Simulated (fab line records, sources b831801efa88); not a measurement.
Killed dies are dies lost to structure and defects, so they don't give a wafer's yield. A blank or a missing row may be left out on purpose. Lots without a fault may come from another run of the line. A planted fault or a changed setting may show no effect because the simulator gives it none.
fab line records | flow gf180mcu
record lots=24 wafers=72 last_day=34
route steps=602 shown CONTACT@292 M3@412 V3@443 V4@502 MIM@505 TOP_METAL@570
lots that met no fault: from a run of the same line without faults
start_h: hours from the record's first day to the start of the lot's first wafer shown | wait_h: hours since the lot's step before | " the same as in the row above | L1.1+2: a row that stands for several wafers | - no value, or no start given | * or withheld: withheld | < > ~ a bound
route shown NAME@n: a module of which the file shows steps, and the number in the route of the first | usual: mean/standard deviation of fault-free wafers | same: alike in all rows | chamber/n: place in a boat | sites: the reading at each site | _std_site: their standard deviation | _edge_site: outer sites' mean less inner sites' | radius_mm: how far each site lies from the wafer's centre | mask NAME#n: copy n | behind: the tool/chamber that last shaped the wafer | hold: why the lot was held/for how many hours/how that ended | device: the transistor (n, p or np) that didn't switch | end of line: the same wafers' tests at the end of the route | a step without rows: its recipe alone | killed: dies lost to structure and defects at the first sort, not the wafer's yield | map: a wafer's dies, x killed, . not, _ none there
set.NAME: the setting as run; set.NAME@STEP: as run at that earlier step | model.NAME: the simulator's own value behind a step, which no gauge read
steps of the route over a sample of lots; a table a step, a row a wafer
services: from which hour (start_h, from the record's first day; less than 0 if before it) a tool's chamber was out of use, for how many hours, and why
## steps
# step GF_CONTACT_BOW_MEAS_05
# recipe mode=bow
# usual CONTACT_BOW=68/7.4
# columns lot.wafer tool chamber start_h wait_h CONTACT_BOW[um]
L074.3 film_metro-03 - 335.83 0.2 80
L074.5 " - " " 65
L074.6 " - " " 73
L075.2 film_metro-01 - 351.18 0.1 72
L075.3 " - " " 55
L075.5 " - " " 60
L076.4 film_metro-01 - 354.62 0.3 72
L076.5 " - " " 70
L076.6 " - " " 74
L077.1 film_metro-01 - 364.32 0.1 71
L077.2 " - " " 83
L077.5 " - " " 79
L078.1 film_metro-01 - 378.16 0.2 70
L078.3 " - " " 68
L078.5 " - " " 66
L079.1 film_metro-01 - 388.81 0.1 67
L079.3 " - " " 58
L079.6 " - " " 72
L080.4 film_metro-01 - 394.07 0.2 75
L080.5 " - " " 63
L080.6 " - " " 71
L081.2 film_metro-03 - 398.39 0.1 72
L081.3 " - " " 77
L081.6 " - " " 60
L082.1 film_metro-01 - 412.56 0.2 71
L082.2 " - " " 70
L082.3 " - " " 60
L083.3 film_metro-04 - 413.26 0.2 67
L083.4 " - " " 65
L083.6 " - " " 61
L084.2 film_metro-03 - 425.76 0.3 72
L084.3 " - " " 73
L084.4 " - " " 59
L085.2 film_metro-01 - 435.57 0.2 79
L085.4 " - " " 57
L085.5 " - " " 64
L086.1 film_metro-04 - 442.64 0.2 70
L086.2 " - " " 66
L086.5 " - " " 54
L087.2 film_metro-04 - 460.01 0.2 74
L087.3 " - " " 63
L087.5 " - " " 62
L088.1 film_metro-04 - 466.76 0.1 69
L088.5 " - " " 56
L088.6 " - " " 64
L089.1 film_metro-03 - 467.64 0.1 80
L089.2 " - " " 75
L089.6 " - " " 59
L090.1 film_metro-03 - 472.69 0.1 60
L090.2 " - " " 63
L090.6 " - " " 82
L091.4 film_metro-04 - 504.66 0.2 71
L091.5 " - " " 59
L091.6 " - " " 89
L092.1 film_metro-04 - 505.32 0.2 55
L092.2 " - " " 63
L092.4 " - " " 65
L093.3 film_metro-03 - 510.18 0.2 72
L093.5 " - " " 77
L093.6 " - " " 85
L094.2 film_metro-03 - 512.77 0.2 59
L094.3 " - " " 67
L094.6 " - " " 69
L095.1 film_metro-04 - 515.18 0.1 68
L095.4 " - " " 69
L095.6 " - " " 72
L096.1 film_metro-04 - 531.95 0.1 63
L096.2 " - " " 77
L096.6 " - " " 68
L097.1 film_metro-03 - 544.89 0.2 67
L097.2 " - " " 62
L097.4 " - " " 65
# step GF_M3_SPUTTER_03
# recipe material=Ti target_thk_nm=10 substrate_temp_c=300 chamber_pressure_pa=0.3 power_w=3000 time_s=6.7
# usual substrate_temp_c=300.00/0.19 throttle_valve_pct=30.1/1
# columns lot.wafer tool chamber start_h wait_h substrate_temp_c throttle_valve_pct
L074.3 pvd_sputter-04 - 458.56 0.0 299.78 28.4
L074.5 " - " " 299.77 27.7
L074.6 " - " " 300.06 30.6
L075.2 pvd_sputter-04 - 473.48 0.0 300.04 27.9
L075.3 " - " " 300.31 28.4
L075.5 " - " " 300.41 28.6
L076.4 pvd_sputter-02 - 478.88 0.0 299.78 30.6
L076.5 " - " " 300.16 29.7
L076.6 " - " " 299.96 31.8
L077.1 pvd_sputter-02 - 488.97 0.0 300.11 30.4
L077.2 " - " " 300.02 29.6
L077.5 " - " " 299.86 31.0
L078.1 pvd_sputter-03 - 502.74 0.0 300.37 29.8
L078.3 " - " " 300.00 30.0
L078.5 " - " " 299.86 30.8
L079.1 pvd_sputter-03 - 516.35 0.0 299.90 30.1
L079.3 " - " " 299.85 29.6
L079.6 " - " " 300.01 30.2
L080.4 pvd_sputter-03 - 519.41 0.0 299.79 29.8
L080.5 " - " " 300.26 29.7
L080.6 " - " " 299.77 31.0
L081.2 pvd_sputter-03 - 524.06 0.0 300.20 30.3
L081.3 " - " " 300.11 30.9
L081.6 " - " " 299.79 29.8
L082.1 pvd_sputter-03 - 538.51 0.0 299.94 29.6
L082.2 " - " " 300.20 30.0
L082.3 " - " " 300.07 29.9
L083.3 pvd_sputter-03 - 539.98 0.0 300.33 30.3
L083.4 " - " " 299.63 30.2
L083.6 " - " " 300.20 29.8
L084.2 pvd_sputter-02 - 550.07 0.0 300.19 30.5
L084.3 " - " " 299.59 31.9
L084.4 " - " " 299.94 29.7
L085.2 pvd_sputter-04 - 560.16 0.0 299.66 31.0
L085.4 " - " " 299.77 27.7
L085.5 " - " " 299.94 27.8
L086.1 pvd_sputter-02 - 565.61 0.0 299.64 30.7
L086.2 " - " " 299.91 30.4
L086.5 " - " " 300.07 29.6
L087.2 pvd_sputter-03 - 581.17 0.0 300.13 29.7
L087.3 " - " " 300.11 30.3
L087.5 " - " " 300.07 30.0
L088.1 pvd_sputter-04 - 586.63 0.0 300.13 27.5
L088.5 " - " " 300.26 28.6
L088.6 " - " " 299.94 30.2
L089.1 pvd_sputter-02 - 587.84 0.0 300.25 29.5
L089.2 " - " " 300.09 30.9
L089.6 " - " " 299.88 30.6
L090.1 pvd_sputter-03 - 592.47 0.0 300.08 30.9
L090.2 " - " " 300.06 29.9
L090.6 " - " " 300.28 30.1
L091.4 pvd_sputter-03 - 618.76 0.0 300.11 31.0
L091.5 " - " " 299.91 30.0
L091.6 " - " " 300.05 29.7
L092.1 pvd_sputter-02 - 619.71 0.0 299.99 30.7
L092.2 " - " " 300.11 29.8
L092.4 " - " " 299.94 31.0
L093.3 pvd_sputter-04 - 626.71 0.0 300.01 28.4
L093.5 " - " " 300.14 27.4
L093.6 " - " " 299.90 29.7
L094.2 pvd_sputter-02 - 627.62 0.0 300.24 31.7
L094.3 " - " " 300.16 31.0
L094.6 " - " " 299.91 31.0
L095.1 pvd_sputter-04 - 629.61 0.0 299.84 28.4
L095.4 " - " " 299.85 30.7
L095.6 " - " " 300.03 28.5
L096.1 pvd_sputter-04 - 645.60 0.0 299.89 29.9
L096.2 " - " " 300.24 28.4
L096.6 " - " " 299.89 30.3
L097.1 pvd_sputter-03 - 656.76 0.0 299.99 30.0
L097.2 " - " " 300.01 29.8
L097.4 " - " " 299.93 30.7
# step GF_V3_CD_MEAS_14
# recipe target_cd_nm=260
# usual cd_nm=260.2/1.1
# columns lot.wafer tool chamber start_h wait_h cd_nm
L074.3 cd_sem-02 - 506.84 0.1 260.1
L074.5 " - " " 259.5
L074.6 " - " " 258.6
L075.2 cd_sem-02 - 520.47 0.1 260.8
L075.3 " - " " 261.1
L075.5 " - " " 262.1
L076.4 cd_sem-01 - 526.66 0.1 262.8
L076.5 " - " " 261.8
L076.6 " - " " 262.2
L077.1 cd_sem-01 - 536.96 0.1 260.2
L077.2 " - " " 260.5
L077.5 " - " " 259.7
L078.1 cd_sem-02 - 549.76 0.1 260.2
L078.3 " - " " 261.1
L078.5 " - " " 260.2
L079.1 cd_sem-01 - 562.51 0.1 261.9
L079.3 " - " " 261.2
L079.6 " - " " 261.6
L080.4 cd_sem-01 - 566.06 0.1 259.4
L080.5 " - " " 259.1
L080.6 " - " " 260.2
L081.2 cd_sem-01 - 569.52 0.1 260.7
L081.3 " - " " 258.9
L081.6 " - " " 260.2
L082.1 cd_sem-01 - 583.70 0.1 258.0
L082.2 " - " " 258.3
L082.3 " - " " 259.0
L083.3 cd_sem-02 - 584.64 0.1 260.9
L083.4 " - " " 261.6
L083.6 " - " " 262.3
L084.2 cd_sem-02 - 594.67 0.1 259.7
L084.3 " - " " 260.2
L084.4 " - " " 259.9
L085.2 cd_sem-01 - 603.62 0.1 259.7
L085.4 " - " " 258.5
L085.5 " - " " 259.0
L086.1 cd_sem-02 - 607.95 0.1 258.9
L086.2 " - " " 258.7
L086.5 " - " " 259.3
L087.2 cd_sem-02 - 624.17 0.1 261.1
L087.3 " - " " 261.8
L087.5 " - " " 262.2
L088.1 cd_sem-02 - 628.06 0.1 258.1
L088.5 " - " " 259.7
L088.6 " - " " 260.9
L089.1 cd_sem-02 - 629.95 0.1 261.1
L089.2 " - " " 259.6
L089.6 " - " " 260.2
L090.1 cd_sem-02 - 633.85 0.1 260.4
L090.2 " - " " 259.7
L090.6 " - " " 261.1
L091.4 cd_sem-02 - 659.66 0.1 260.4
L091.5 " - " " 261.2
L091.6 " - " " 259.4
L092.1 cd_sem-01 - 660.60 0.1 261.2
L092.2 " - " " 259.9
L092.4 " - " " 260.7
L093.3 cd_sem-01 - 666.79 0.1 259.0
L093.5 " - " " 258.2
L093.6 " - " " 259.5
L094.2 cd_sem-02 - 668.07 0.1 259.1
L094.3 " - " " 259.3
L094.6 " - " " 259.7
L095.1 cd_sem-01 - 669.96 0.2 260.9
L095.4 " - " " 261.4
L095.6 " - " " 259.3
L096.1 cd_sem-02 - 686.20 0.1 258.5
L096.2 " - " " 260.3
L096.6 " - " " 258.5
L097.1 cd_sem-02 - 696.15 0.1 259.4
L097.2 " - " " 260.0
L097.4 " - " " 260.2
# step GF_V4_CMP_26
# recipe stop_on=SiO2 down_force_psi=3.5 platen_rpm=60 t_overpolish_s=15 target_thk_nm=0 pad_velocity_m_s=0.94248
# usual motor_current_A=10.9/0.97 overpolish_run_s=15.000/0.0085 retaining_ring_pressure_frac=1.000/0.0048 slurry_filter_dp_kPa=13.52/0.13 time_to_endpoint_s=85.8/2.9
# columns lot.wafer tool chamber start_h wait_h motor_current_A overpolish_run_s retaining_ring_pressure_frac slurry_filter_dp_kPa time_to_endpoint_s
L074.3 cmp-02 3 556.25 0.1 10.9 15.015 0.996 13.60 80.2
L074.5 " 1 " " 12.2 14.981 1.007 13.39 85.7
L074.6 " 2 " " 10.5 14.987 1.003 13.58 86.2
L075.2 cmp-02 0 569.14 0.1 11.1 14.995 0.994 13.62 88.9
L075.3 " 1 " " 12.1 15.013 1.000 13.56 92.5
L075.5 " 3 " " 10.7 14.998 1.002 13.39 85.8
L076.4 cmp-02 3 575.80 0.0 10.4 14.993 1.008 13.53 86.9
L076.5 " 3 " " 10.8 15.000 0.994 13.33 89.0
L076.6 " 0 " " 11.5 15.007 0.991 13.57 90.9
L077.2 cmp-01 1 585.57 0.0 10.3 15.006 1.002 13.45 83.2
L077.1 " 3 " " 9.3 15.016 1.002 13.55 81.8
L077.5 " 2 " " 11.6 14.983 0.991 13.64 81.3
L078.3 cmp-02 3 596.97 0.0 10.1 15.002 0.988 13.41 85.2
L078.1 " 2 " " 10.5 14.991 1.003 13.63 84.5
L078.5 " 3 " " 10.6 15.006 1.006 13.47 85.8
L079.3 cmp-01 0 608.28 0.1 11.7 14.986 1.001 13.64 88.3
L079.1 " 1 " " 9.6 14.998 1.000 13.32 82.3
L079.6 " 2 " " 11.1 15.016 0.997 13.49 87.3
L080.4 cmp-02 1 612.92 0.2 12.4 15.004 1.006 13.61 87.0
L080.5 " 2 " " 10.5 15.005 1.000 13.65 86.1
L080.6 " 3 " " 10.5 14.996 1.000 13.52 86.6
L081.2 cmp-02 1 616.03 0.0 12.2 15.012 1.000 13.53 86.2
L081.3 " 3 " " 11.2 15.000 1.000 13.59 86.1
L081.6 " 1 " " 12.2 15.005 1.004 13.69 88.3
L082.3 cmp-02 0 627.51 0.2 11.6 15.008 0.995 13.27 83.2
L082.1 " 1 " " 13.0 14.992 1.002 13.37 82.6
L082.2 " 2 " " 10.6 14.989 0.997 13.54 76.3
L083.4 cmp-02 0 628.07 0.1 10.9 14.999 0.991 13.41 86.4
L083.3 " 1 " " 12.5 14.998 1.001 13.43 84.8
L083.6 " 3 " " 10.1 15.001 0.999 13.37 82.9
L084.4 cmp-02 3 639.06 0.0 10.8 15.007 1.002 13.43 83.0
L084.3 " 0 " " 11.0 15.014 1.001 13.40 82.8
L084.2 " 1 " " 11.8 14.992 1.006 13.46 83.9
L085.2 cmp-02 1 647.96 0.0 12.1 15.005 1.001 13.61 88.0
L085.4 " 3 " " 10.3 15.004 1.001 13.28 86.2
L085.5 " 1 " " 13.1 15.009 1.004 13.70 85.0
L086.2 cmp-01 1 652.50 0.1 9.5 15.004 1.007 13.55 88.2
L086.1 " 2 " " 11.9 15.019 1.003 13.54 88.4
L086.5 " 0 " " 13.0 15.005 0.993 13.43 91.8
L087.3 cmp-01 0 668.31 0.0 11.4 14.994 1.007 13.54 91.8
L087.2 " 1 " " 10.3 14.995 1.007 13.67 90.2
L087.5 " 1 " " 9.7 14.998 1.011 13.82 85.6
L088.1 cmp-01 1 671.11 0.1 10.0 15.013 0.999 13.43 87.4
L088.5 " 0 " " 11.6 14.993 1.005 13.61 90.4
L088.6 " 1 " " 9.6 14.994 0.998 13.48 88.2
L089.2 cmp-01 2 673.36 0.0 11.2 15.000 1.002 13.40 81.5
L089.1 " 1 " " 10.0 15.002 0.993 13.53 84.1
L089.6 " 3 " " 9.4 15.020 0.989 13.70 85.7
L090.1 cmp-01 3 676.56 0.1 9.7 15.012 0.999 13.57 86.6
L090.2 " 1 " " 9.7 15.009 1.000 13.57 83.5
L090.6 " 3 " " 9.3 14.992 1.004 13.59 83.5
L091.4 cmp-02 1 701.51 0.2 12.8 15.000 1.006 13.48 87.6
L091.5 " 2 " " 11.1 14.984 1.005 13.66 85.0
L091.6 " 3 " " 10.4 15.003 0.993 13.37 88.2
L092.1 cmp-01 1 703.15 0.1 9.7 14.990 0.995 13.66 84.2
L092.4 " 2 " " 11.3 15.003 0.999 13.41 83.8
L092.2 " 3 " " 9.4 15.003 0.994 13.54 84.8
L093.3 cmp-02 3 708.43 0.1 10.6 15.000 0.998 13.51 85.4
L093.5 " 3 " " 10.1 14.976 0.995 13.51 88.8
L093.6 " 0 " " 11.4 15.005 0.995 13.55 89.8
L094.3 cmp-01 2 709.36 0.1 11.1 14.999 1.000 13.66 84.1
L094.2 " 0 " " 11.8 15.000 0.994 13.44 87.5
L094.6 " 3 " " 9.6 15.009 0.994 13.54 84.9
L095.1 cmp-02 1 711.37 0.1 12.7 15.002 0.999 13.59 87.1
L095.4 " 3 " " 10.4 15.003 1.002 13.56 84.9
L095.6 " 2 " " 10.5 15.015 1.001 13.40 87.7
L096.1 cmp-02 2 726.77 0.1 10.7 14.991 1.003 13.60 81.8
L096.2 " 1 " " 12.5 14.990 1.002 13.23 86.5
L096.6 " 3 " " 10.4 15.002 0.998 13.47 82.1
L097.4 cmp-01 0 735.81 0.0 11.9 14.996 0.998 13.20 84.5
L097.1 " 1 " " 10.0 15.005 1.005 13.58 83.0
L097.2 " 2 " " 11.3 14.990 1.008 13.59 82.1
# step GF_MIM_SPUTTER_02
# recipe material=AlCu target_thk_nm=450 power_w=10600 time_s=23.9 chamber_pressure_pa=0.4
# usual throttle_valve_pct=29.8/1.2
# columns lot.wafer tool chamber start_h wait_h throttle_valve_pct
L074.3 pvd_sputter-03 - 556.58 0.0 30.9
L074.5 " - " " 31.0
L074.6 " - " " 29.9
L075.2 pvd_sputter-03 - 569.52 0.0 30.1
L075.3 " - " " 29.6
L075.5 " - " " 29.8
L076.4 pvd_sputter-03 - 576.23 0.0 30.9
L076.5 " - " " 29.6
L076.6 " - " " 30.8
L077.1 pvd_sputter-02 - 586.00 0.0 31.1
L077.2 " - " " 29.6
L077.5 " - " " 30.4
L078.1 pvd_sputter-03 - 597.40 0.0 31.0
L078.3 " - " " 29.6
L078.5 " - " " 30.0
L079.1 pvd_sputter-04 - 608.61 0.0 30.8
L079.3 " - " " 27.5
L079.6 " - " " 31.0
L080.4 pvd_sputter-02 - 613.20 0.0 30.5
L080.5 " - " " 30.7
L080.6 " - " " 30.2
L081.2 pvd_sputter-03 - 616.46 0.0 30.8
L081.3 " - " " 30.0
L081.6 " - " " 29.8
L082.1 pvd_sputter-03 - 627.89 0.0 30.2
L082.2 " - " " 30.0
L082.3 " - " " 30.9
L083.3 pvd_sputter-04 - 628.45 0.0 28.7
L083.4 " - " " 27.6
L083.6 " - " " 28.5
L084.2 pvd_sputter-04 - 639.50 0.0 30.7
L084.3 " - " " 30.3
L084.4 " - " " 28.6
L085.2 pvd_sputter-03 - 648.39 0.0 29.9
L085.4 " - " " 29.7
L085.5 " - " " 30.7
L086.1 pvd_sputter-02 - 652.88 0.0 31.0
L086.2 " - " " 31.9
L086.5 " - " " 32.0
L087.2 pvd_sputter-03 - 668.75 0.0 30.0
L087.3 " - " " 30.2
L087.5 " - " " 29.8
L088.1 pvd_sputter-04 - 671.49 0.0 30.8
L088.5 " - " " 28.4
L088.6 " - " " 30.2
L089.1 pvd_sputter-03 - 673.79 0.0 30.3
L089.2 " - " " 29.7
L089.6 " - " " 30.1
L090.1 pvd_sputter-04 - 676.94 0.0 30.9
L090.2 " - " " 30.0
L090.6 " - " " 27.9
L091.4 pvd_sputter-04 - 701.79 0.0 28.3
L091.5 " - " " 30.1
L091.6 " - " " 27.6
L092.1 pvd_sputter-04 - 703.53 0.0 30.2
L092.2 " - " " 27.5
L092.4 " - " " 31.0
L093.3 pvd_sputter-04 - 708.86 0.0 27.6
L093.5 " - " " 27.5
L093.6 " - " " 28.3
L094.2 pvd_sputter-04 - 709.79 0.0 30.3
L094.3 " - " " 28.6
L094.6 " - " " 27.4
L095.1 pvd_sputter-04 - 711.80 0.0 30.2
L095.4 " - " " 29.9
L095.6 " - " " 28.5
L096.1 pvd_sputter-02 - 727.20 0.0 30.9
L096.2 " - " " 30.3
L096.6 " - " " 32.0
L097.1 pvd_sputter-04 - 736.24 0.0 31.0
L097.2 " - " " 27.6
L097.4 " - " " 28.3
# step GF_TOP_METAL_SPUTTER_03
# recipe material=Ti target_thk_nm=5 substrate_temp_c=300 chamber_pressure_pa=0.3 power_w=3000 time_s=3.3
# usual substrate_temp_c=299.98/0.2 throttle_valve_pct=29.8/0.87
# columns lot.wafer tool chamber start_h wait_h substrate_temp_c throttle_valve_pct
L074.3 pvd_sputter-03 - 623.66 0.0 300.24 30.4
L074.5 " - " " 300.23 29.8
L074.6 " - " " 299.97 30.1
L075.2 pvd_sputter-01 - 635.84 0.0 300.02 28.9
L075.3 " - " " 300.06 29.5
L075.5 " - " " 299.87 29.1
L076.4 pvd_sputter-01 - 639.84 0.0 299.87 31.1
L076.5 " - " " 300.04 29.6
L076.6 " - " " 299.95 29.5
L077.1 pvd_sputter-01 - 653.23 0.0 299.94 29.3
L077.2 " - " " 299.86 29.2
L077.5 " - " " 300.14 30.8
L078.1 pvd_sputter-04 - 658.75 0.0 300.09 27.7
L078.3 " - " " 299.78 28.5
L078.5 " - " " 299.94 28.6
L079.1 pvd_sputter-04 - 670.57 0.0 299.82 31.0
L079.3 " - " " 299.93 30.0
L079.6 " - " " 300.05 28.5
L080.4 pvd_sputter-03 - 675.11 0.0 299.89 30.0
L080.5 " - " " 300.10 29.9
L080.6 " - " " 299.80 30.9
L081.2 pvd_sputter-03 - 678.90 0.0 300.06 30.1
L081.3 " - " " 299.92 31.0
L081.6 " - " " 299.88 29.9
L082.1 pvd_sputter-04 - 690.46 0.0 299.92 30.7
L082.2 " - " " 300.09 28.2
L082.3 " - " " 299.89 27.6
L083.3 pvd_sputter-01 - 690.53 0.0 299.57 29.1
L083.4 " - " " 300.16 29.5
L083.6 " - " " 300.03 31.0
L084.2 pvd_sputter-03 - 700.16 0.0 299.89 30.0
L084.3 " - " " 300.08 30.2
L084.4 " - " " 299.70 29.7
L085.2 pvd_sputter-01 - 708.74 0.0 299.99 29.7
L085.4 " - " " 299.78 29.7
L085.5 " - " " 300.20 31.1
L086.1 pvd_sputter-04 - 712.41 0.0 300.22 28.4
L086.2 " - " " 299.73 27.6
L086.5 " - " " 299.63 27.4
L087.2 pvd_sputter-03 - 726.75 0.0 300.28 31.0
L087.3 " - " " 299.62 29.8
L087.5 " - " " 299.84 30.0
L088.1 pvd_sputter-03 - 728.76 0.0 300.00 30.9
L088.5 " - " " 300.13 31.0
L088.6 " - " " 299.93 29.9
L089.1 pvd_sputter-03 - 730.66 0.0 300.26 30.1
L089.2 " - " " 299.97 30.0
L089.6 " - " " 300.41 29.9
L090.1 pvd_sputter-03 - 735.04 0.0 300.03 30.8
L090.2 " - " " 300.16 29.8
L090.6 " - " " 300.39 31.0
L091.4 pvd_sputter-03 - 758.57 0.0 299.85 30.9
L091.5 " - " " 299.70 29.7
L091.6 " - " " 299.65 30.0
L092.1 pvd_sputter-01 - 758.86 0.0 300.13 29.3
L092.2 " - " " 300.09 30.7
L092.4 " - " " 299.85 28.8
L093.3 pvd_sputter-03 - 762.91 0.0 299.94 29.7
L093.5 " - " " 300.03 30.1
L093.6 " - " " 300.05 29.8
L094.2 pvd_sputter-01 - 764.64 0.0 299.86 29.4
L094.3 " - " " 299.72 29.8
L094.6 " - " " 300.15 29.8
L095.1 pvd_sputter-04 - 766.01 0.0 300.31 27.5
L095.4 " - " " 299.63 30.9
L095.6 " - " " 300.14 27.5
L096.1 pvd_sputter-01 - 779.21 0.0 299.69 29.2
L096.2 " - " " 300.37 29.5
L096.6 " - " " 299.85 30.8
L097.1 pvd_sputter-01 - 788.30 0.0 299.86 29.2
L097.2 " - " " 299.94 30.8
L097.4 " - " " 300.12 29.1
## services
# columns tool chamber start_h hours kind
pvd_sputter-02 - 449.51 1.0 repair
cmp-01 - 451.31 0.3 repair
pvd_sputter-03 - 459.80 21.7 repair
cmp-02 - 500.61 1.5 repair
cmp-02 - 502.16 1.2 repair
pvd_sputter-02 - 521.53 3.5 repair
cmp-01 - 531.35 0.9 repair
pvd_sputter-01 - 559.42 13.3 repair
pvd_sputter-04 - 564.25 2.8 repair
cmp-01 - 572.00 4.0 pm
cmp-01 - 593.51 4.6 repair
cmp-01 - 613.35 5.5 pm
pvd_sputter-02 - 622.09 5.3 repair
pvd_sputter-01 - 626.05 3.0 repair
cmp-01 - 634.08 5.6 pm
pvd_sputter-04 - 665.72 1.5 repair
cmp-02 - 669.84 8.4 pm
pvd_sputter-04 - 678.08 4.6 repair
pvd_sputter-04 - 717.31 0.8 repair
pvd_sputter-01 - 730.43 13.4 repair
cmp-02 - 749.66 4.0 pm
pvd_sputter-02 - 751.58 5.3 repair
cmp-02 - 771.05 5.0 pm
cmp-02 - 779.16 0.8 repair
## key
fault none
